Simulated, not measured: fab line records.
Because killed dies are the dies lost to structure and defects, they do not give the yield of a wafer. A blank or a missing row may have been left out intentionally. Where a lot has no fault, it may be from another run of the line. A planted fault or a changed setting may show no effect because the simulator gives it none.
Matching of chambers	flow gf180mcu	4 sister chambers for GF_V3_CMP_26 on cmp-02
The step polishes, stops on SiO2, t overpolish 15 s, target thk 0 nm. 8 wafers are shown with their chamber, then 10 later ones without.

## WAFERS, EACH WITH ITS CHAMBER
wafer	chamber	motorCurrentA (A)	timeToEndpointS (s)
L536.1	2	8.6	86
L536.3	3	9.7	88
L536.5	0	12.3	84
L537.2	0	12.7	85
L537.3	1	12.1	77
L537.4	3	10.0	87
L544.2	1	11.5	81
L544.3	2	9.5	85

## WAFERS MISSING THEIR CHAMBER
wafer	motorCurrentA (A)	timeToEndpointS (s)
L544.6	12.3	80
L545.1	12.3	82
L545.2	9.6	92
L545.3	8.8	84
L549.1	12.3	82
L549.2	11.7	83
L549.3	8.8	91
L551.2	9.4	90
L551.4	12.3	82
L551.6	9.7	93

## EACH ONE'S CHAMBER
wafer	from the rows above	in truth
L544.6	can't be placed: 1 or 0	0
L545.1	can't be placed: 0 or 1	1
L545.2	can't be placed: 3 or 2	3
L545.3	2	2
L549.1	can't be placed: 0 or 1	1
L549.2	can't be placed: 0 or 1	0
L549.3	can't be placed: 3 or 2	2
L551.2	can't be placed: 3 or 2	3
L551.4	can't be placed: 0 or 1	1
L551.6	can't be placed: 3 or 2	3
Correctly placed: 1 of 10. Can't be placed from these rows: 9 (the true chamber is among the candidates in 9). 0 placed wrongly.
How it was worked out, from the rows above alone: a wafer's distance from a chamber is the root of the sum, over the readings, of the square of ((its reading less the chamber's mean) divided by the reading's scatter). If the next closest chamber is less than 2 further off than the closest, the wafer can't be placed; otherwise it belongs to the closest. Each chamber's mean is taken over the wafers shown for it. The scatter is the square root of a quotient: the sum, over the shown wafers, of each reading's squared deviation from its chamber's mean, divided by wafers minus chambers.
